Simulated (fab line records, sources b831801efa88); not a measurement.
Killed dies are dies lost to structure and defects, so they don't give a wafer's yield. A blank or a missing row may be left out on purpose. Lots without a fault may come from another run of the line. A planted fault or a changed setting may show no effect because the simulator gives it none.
Which tool did it? | flow gf180mcu | 13 lots, 39 wafers sampled, at 3 steps of a route of 602

WHAT THE GAUGES READ, wafer by wafer
GF_V5_BOW_MEAS_05. Usual: V5_BOW 137 um, standard deviation 10.
lot  | measured     | on            | V5_BOW (um) | flag
L202 | day 26 16:07 | film_metro-01 | 146 135 140 |
L204 | day 27 07:23 | film_metro-04 | 134 135 137 |
L205 | day 27 14:50 | film_metro-04 | 130 138 133 |
L211 | day 29 13:22 | film_metro-04 | 122 145 124 |
L213 | day 30 05:59 | film_metro-02 | 138 139 146 |
L214 | day 30 08:46 | film_metro-04 | 123 132 137 |
L218 | day 31 10:53 | film_metro-01 | 117 120 120 |
L219 | day 31 18:06 | film_metro-01 | 129 125 142 |
L220 | day 31 22:13 | film_metro-04 | 126 139 109 |
L221 | day 32 05:14 | film_metro-02 | 140 132 146 |
L222 | day 32 11:11 | film_metro-01 | 118 117 114 |
L223 | day 32 17:07 | film_metro-02 | 126 137 141 |
L224 | day 32 20:53 | film_metro-01 | 146 146 155 |

WHICH TOOL RAN EACH LOT (tool, then ch and the chambers of the sampled wafers, then the start)
lot  | GF_HV_LDD_STRIP_22                   | GF_M5_METAL_ETCH_10
L202 | plasma_asher-03 ch 0,1, day 11 03:13 | rie_metal-02 ch 0,1, day 26 14:54
L204 | plasma_asher-03 ch 0,1, day 11 16:28 | rie_metal-03 ch 0, day 27 06:08
L205 | plasma_asher-03 ch 0,1, day 12 00:13 | rie_metal-03 ch 1, day 27 13:11
L211 | plasma_asher-01 ch 0,1, day 13 21:00 | rie_metal-03 ch 0,1, day 29 12:07
L213 | plasma_asher-03 ch 0,1, day 14 16:40 | rie_metal-02 ch 0,1, day 30 04:41
L214 | plasma_asher-03 ch 0,1, day 14 17:52 | rie_metal-03 ch 1, day 30 07:09
L218 | plasma_asher-01 ch 0,1, day 16 03:59 | rie_metal-02 ch 0,1, day 31 09:38
L219 | plasma_asher-02 ch 0,1, day 16 11:50 | rie_metal-02 ch 0,1, day 31 16:53
L220 | plasma_asher-02 ch 0,1, day 16 17:01 | rie_metal-02 ch 0,1, day 31 20:55
L221 | plasma_asher-01 ch 0,1, day 17 04:10 | rie_metal-02 ch 0,1, day 32 03:47
L222 | plasma_asher-01 ch 0,1, day 17 09:49 | rie_metal-04 ch 0,1, day 32 09:59
L223 | plasma_asher-03 ch 0,1, day 17 18:31 | rie_metal-03 ch 0, day 32 15:53
L224 | plasma_asher-03 ch 0,1, day 18 00:10 | rie_metal-04 ch 0,1, day 32 19:38
- GF_HV_LDD_STRIP_22: strips in O2/N2.
- GF_M5_METAL_ETCH_10: etches the open film in Cl2/BCl3, stops on SiO2, target depth 627.5 nm, time 104.6 s.

WHAT THE TOOLS THEMSELVES READ (means of the sampled wafers that have a number; where no wafer has one, the mark that the record gives instead)
GF_HV_LDD_STRIP_22. Usual: drypump_motor_current_A 5.46 A, standard deviation 0.27; heater_power_w 354 W, standard deviation 46; oes_product_au 0.715 a.u., standard deviation 0.0042; strip_time_to_endpoint_s 12.63 s, standard deviation 0.036.
lot  | tool            | drypump_motor_current_A (A) | heater_power_w (W) | oes_product_au (a.u.) | strip_time_to_endpoint_s (s) | flag
L202 | plasma_asher-03 | 5.59                        | 337                | 0.718                 | 12.64                        |
L204 | plasma_asher-03 | 5.57                        | 331                | 0.714                 | 12.61                        |
L205 | plasma_asher-03 | 5.51                        | 379                | 0.717                 | 12.63                        |
L211 | plasma_asher-01 | 5.23                        | 357                | 0.715                 | 12.62                        |
L213 | plasma_asher-03 | 5.51                        | 380                | 0.720                 | 12.65                        |
L214 | plasma_asher-03 | 5.60                        | 326                | 0.719                 | 12.64                        |
L218 | plasma_asher-01 | 5.23                        | 349                | 0.715                 | 12.63                        |
L219 | plasma_asher-02 | 5.88                        | 360                | 0.714                 | 12.62                        |
L220 | plasma_asher-02 | 5.87                        | 361                | 0.712                 | 12.70                        |
L221 | plasma_asher-01 | 5.22                        | 355                | 0.716                 | 12.68                        |
L222 | plasma_asher-01 | 5.32                        | 344                | 0.717                 | 12.64                        |
L223 | plasma_asher-03 | 5.52                        | 376                | 0.718                 | 12.66                        |
L224 | plasma_asher-03 | 5.58                        | 329                | 0.716                 | 12.65                        |

GF_M5_METAL_ETCH_10. Usual: drypump_motor_current_A 5.7 A, standard deviation 0.62; oes_product_au 0.973 a.u., standard deviation 0.0058; throttle_valve_pct 28.248 %, standard deviation 0.011.
lot  | tool         | drypump_motor_current_A (A) | oes_product_au (a.u.) | throttle_valve_pct (%) | flag
L202 | rie_metal-02 | 6.2                         | 0.973                 | 28.249                 |
L204 | rie_metal-03 | 4.8                         | 0.973                 | 28.245                 |
L205 | rie_metal-03 | 5.2                         | 0.973                 | 28.250                 |
L211 | rie_metal-03 | 5.0                         | 0.963                 | 28.253                 |
L213 | rie_metal-02 | 6.2                         | 0.970                 | 28.248                 |
L214 | rie_metal-03 | 5.2                         | 0.975                 | 28.249                 |
L218 | rie_metal-02 | 6.2                         | 0.971                 | 28.242                 |
L219 | rie_metal-02 | 6.2                         | 0.973                 | 28.259                 |
L220 | rie_metal-02 | 6.0                         | 0.978                 | 28.247                 |
L221 | rie_metal-02 | 6.2                         | 0.975                 | 28.244                 |
L222 | rie_metal-04 | 6.4                         | 0.967                 | 28.255                 |
L223 | rie_metal-03 | 4.8                         | 0.970                 | 28.253                 |
L224 | rie_metal-04 | 6.4                         | 0.980                 | 28.239                 |

THE ANSWER, worked out from the rows above alone
Rule: a lot is off if the mean of its wafers that have a number lies more than 3 standard deviations from the usual mean. A lot without any number at a reading at which 4 lots or more have one is off too. The other lots that the step has rows for count as sound. The gauges are gone through in route order, then the tools' own readings, and for those a lot's mean is taken as printed above. The first step at which some lot is off is used, and at that step the reading that is off furthest; a lot without a number counts as furthest.
No lot is off at any reading shown: from this, nothing can be told.

WHAT THE SIMULATOR HAD PUT IN
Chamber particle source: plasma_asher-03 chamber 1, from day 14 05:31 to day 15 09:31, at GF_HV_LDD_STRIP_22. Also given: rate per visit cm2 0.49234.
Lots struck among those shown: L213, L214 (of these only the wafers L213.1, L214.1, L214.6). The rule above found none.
